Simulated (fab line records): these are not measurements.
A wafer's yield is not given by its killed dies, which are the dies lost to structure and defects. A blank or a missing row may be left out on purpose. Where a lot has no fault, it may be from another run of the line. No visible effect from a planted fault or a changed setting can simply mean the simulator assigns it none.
Shared-tool check :: flow sfqLine :: Sample size 13 lots and 45 wafers

## WHY THIS WAS OPENED
At SFQ_L0_RS_MEAS_901 the reading L0_MONX_KI_RS is flagged on 2 of 13 lots. No-fault wafers: 43.5 ohm/sq, standard deviation 0.4.
Rule: flag the lot when none of its wafers has a number, or when each of its wafers that has one lies beyond 4 standard deviations from that mean. The other lots count as sound.

lot: L900
measured: day 1 12:35
on: filmMetro-01
L0_MONX_KI_RS (ohm/sq), wafer by wafer: 43.1 43.6 43.4
flag: 

lot: L901
measured: day 1 17:36
on: filmMetro-01
L0_MONX_KI_RS (ohm/sq), wafer by wafer: 43.6 43.2 43.2
flag: 

lot: L902
measured: day 1 22:36
on: filmMetro-03
L0_MONX_KI_RS (ohm/sq), wafer by wafer: 44.6 44.2 44.5
flag: 

lot: L903
measured: day 2 03:34
on: filmMetro-03
L0_MONX_KI_RS (ohm/sq), wafer by wafer: 43.4 43.4 43.6
flag: 

lot: L904
measured: day 2 08:54
on: filmMetro-03
L0_MONX_KI_RS (ohm/sq), wafer by wafer: 43.6 43.2 43.7
flag: 

lot: L905
measured: day 2 13:34
on: filmMetro-03
L0_MONX_KI_RS (ohm/sq), wafer by wafer: 43.5 43.1 43.5
flag: 

lot: L906
measured: day 2 18:35
on: filmMetro-01
L0_MONX_KI_RS (ohm/sq), wafer by wafer: 44.2 43.9 43.6
flag: 

lot: L911
measured: day 3 19:35
on: filmMetro-02
L0_MONX_KI_RS (ohm/sq), wafer by wafer: 44.2 44.2 44.0
flag: 

lot: L913
measured: day 4 05:34
on: filmMetro-02
L0_MONX_KI_RS (ohm/sq), wafer by wafer: 31.4 31.4 31.3 31.4 31.4 31.3
flag: FLAGGED

lot: L915
measured: day 4 15:49
on: filmMetro-01
L0_MONX_KI_RS (ohm/sq), wafer by wafer: 43.6 43.8 44.1
flag: 

lot: L916
measured: day 4 20:43
on: filmMetro-03
L0_MONX_KI_RS (ohm/sq), wafer by wafer: 31.1 31.2 31.1 31.1 31.3 31.3
flag: FLAGGED

lot: L917
measured: day 5 01:36
on: filmMetro-02
L0_MONX_KI_RS (ohm/sq), wafer by wafer: 43.7 43.3 44.0
flag: 

lot: L918
measured: day 5 06:34
on: filmMetro-03
L0_MONX_KI_RS (ohm/sq), wafer by wafer: 43.2 43.1 43.0
flag: 
The mean of the flagged lots' numbers is 31.3 ohm/sq, -12.2 ohm/sq from the usual (-31 standard deviations).

## WHICH TOOL EACH LOT WENT THROUGH
The record holds 1 process step before the reading, out of a route of 325 steps. Cell contents, in order: the tool; ch with the chambers the sampled wafers went through; the start.
lot: L900
flag: 
SFQ_TRILAYER_L0_DEP_SPUTTER_003: pvdSputter-06, day 1 12:29

lot: L901
flag: 
SFQ_TRILAYER_L0_DEP_SPUTTER_003: pvdSputter-03, day 1 17:29

lot: L902
flag: 
SFQ_TRILAYER_L0_DEP_SPUTTER_003: pvdSputter-03, day 1 22:29

lot: L903
flag: 
SFQ_TRILAYER_L0_DEP_SPUTTER_003: pvdSputter-05, day 2 03:29

lot: L904
flag: 
SFQ_TRILAYER_L0_DEP_SPUTTER_003: pvdSputter-03, day 2 08:29

lot: L905
flag: 
SFQ_TRILAYER_L0_DEP_SPUTTER_003: pvdSputter-05, day 2 13:29

lot: L906
flag: 
SFQ_TRILAYER_L0_DEP_SPUTTER_003: pvdSputter-05, day 2 18:29

lot: L911
flag: 
SFQ_TRILAYER_L0_DEP_SPUTTER_003: pvdSputter-03, day 3 19:29

lot: L913
flag: FLAGGED
SFQ_TRILAYER_L0_DEP_SPUTTER_003: pvdSputter-06, day 4 05:29

lot: L915
flag: 
SFQ_TRILAYER_L0_DEP_SPUTTER_003: pvdSputter-03, day 4 15:29

lot: L916
flag: FLAGGED
SFQ_TRILAYER_L0_DEP_SPUTTER_003: pvdSputter-06, day 4 20:35

lot: L917
flag: 
SFQ_TRILAYER_L0_DEP_SPUTTER_003: pvdSputter-05, day 5 01:29

lot: L918
flag: 
SFQ_TRILAYER_L0_DEP_SPUTTER_003: pvdSputter-03, day 5 06:29
What these steps do:
- SFQ_TRILAYER_L0_DEP_SPUTTER_003: material MoNx KI, target thk 40 nm, time 100 s.
- SFQ_L0_RS_MEAS_901: measures by four-point-probe.

## FLAGGED OVER TOTAL, TOOL BY TOOL (the gauges that took the reading come last)
step: SFQ_TRILAYER_L0_DEP_SPUTTER_003
tool: pvdSputter-03
lots run: 6
flagged: 0
share of the flagged lots: none
sound lots run after its first flagged lot: -

step: SFQ_TRILAYER_L0_DEP_SPUTTER_003
tool: pvdSputter-05
lots run: 4
flagged: 0
share of the flagged lots: none
sound lots run after its first flagged lot: -

step: SFQ_TRILAYER_L0_DEP_SPUTTER_003
tool: pvdSputter-06
lots run: 3
flagged: 2
share of the flagged lots: all
sound lots run after its first flagged lot: 0

step: SFQ_L0_RS_MEAS_901
tool: filmMetro-01
lots run: 4
flagged: 0
share of the flagged lots: none
sound lots run after its first flagged lot: -

step: SFQ_L0_RS_MEAS_901
tool: filmMetro-02
lots run: 3
flagged: 1
share of the flagged lots: some
sound lots run after its first flagged lot: 1 (L917)

step: SFQ_L0_RS_MEAS_901
tool: filmMetro-03
lots run: 6
flagged: 1
share of the flagged lots: some
sound lots run after its first flagged lot: 1 (L918)

## THE TABLE: WHAT IT ALLOWS
Rows of the table that ran each flagged lot: 1, that is pvdSputter-06 at SFQ_TRILAYER_L0_DEP_SPUTTER_003.
- pvdSputter-06 at SFQ_TRILAYER_L0_DEP_SPUTTER_003: 2 of its 3 lots flagged. Its last sound lot is L900 (day 1 12:29), its first flagged lot L913 (day 4 05:29): a fault that began between those two fits.
One tool is left: pvdSputter-06 at SFQ_TRILAYER_L0_DEP_SPUTTER_003.

## WHAT HAD BEEN PUT IN BY THE SIMULATOR
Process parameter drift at SFQ_TRILAYER_L0_DEP_SPUTTER_003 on pvdSputter-06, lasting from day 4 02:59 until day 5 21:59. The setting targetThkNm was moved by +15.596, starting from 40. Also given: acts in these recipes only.
Shown lots that were struck: L913, L916. This agrees with what the rule above found.
